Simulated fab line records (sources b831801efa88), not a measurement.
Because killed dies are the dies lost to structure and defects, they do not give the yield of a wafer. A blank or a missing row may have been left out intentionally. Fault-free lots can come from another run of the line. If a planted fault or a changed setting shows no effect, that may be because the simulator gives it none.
What tool caused it? || flow gf180mcu || route of 602 steps, sampled at 1 step: 7 lots, 21 wafers

WHAT THE GAUGES READ, wafer by wafer
GF_V3_BOW_MEAS_05.
{"lot": "L555", "measured": "day 22 23:40", "on": "filmMetro-02", "V3_BOW (um)": "129 124 123"}
{"lot": "L557", "measured": "day 23 13:31", "on": "filmMetro-02", "V3_BOW (um)": "137 130 128"}
{"lot": "L560", "measured": "day 24 19:56", "on": "filmMetro-04", "V3_BOW (um)": "125 118 133"}
{"lot": "L562", "measured": "day 25 10:51", "on": "filmMetro-01", "V3_BOW (um)": "108 102 110"}
{"lot": "L564", "measured": "day 26 00:46", "on": "filmMetro-04", "V3_BOW (um)": "111 109 109"}
{"lot": "L565", "measured": "day 26 16:28", "on": "filmMetro-02", "V3_BOW (um)": "98 110 104"}
{"lot": "L574", "measured": "day 28 18:20", "on": "filmMetro-02", "V3_BOW (um)": "119 114 103"}

TOOL THAT RAN EACH LOT (tool first, then ch and the chambers of the sampled wafers, then the start)
No process step before these readings appears in the record.

THE ANSWER, worked out from the rows above alone
Rule: what is usual is taken from the lots themselves. Put in order of their means at a reading, lots are off if they are a third of the lots or fewer, leave a main group of 4 or more, and stand apart from it by a gap of 3 or more times the standard deviation of the main group's means; of several such gaps the widest counts. The tables above print the reading to a certain number of digits; a main group whose means all agree to those digits is not used. A lot without any number at a reading at which 4 lots or more have one is off too. Where the step has rows for the other lots, those lots are counted as sound.
No lot is off at any reading shown: from this, nothing can be told.

WHAT THE SIMULATOR HAD PUT IN
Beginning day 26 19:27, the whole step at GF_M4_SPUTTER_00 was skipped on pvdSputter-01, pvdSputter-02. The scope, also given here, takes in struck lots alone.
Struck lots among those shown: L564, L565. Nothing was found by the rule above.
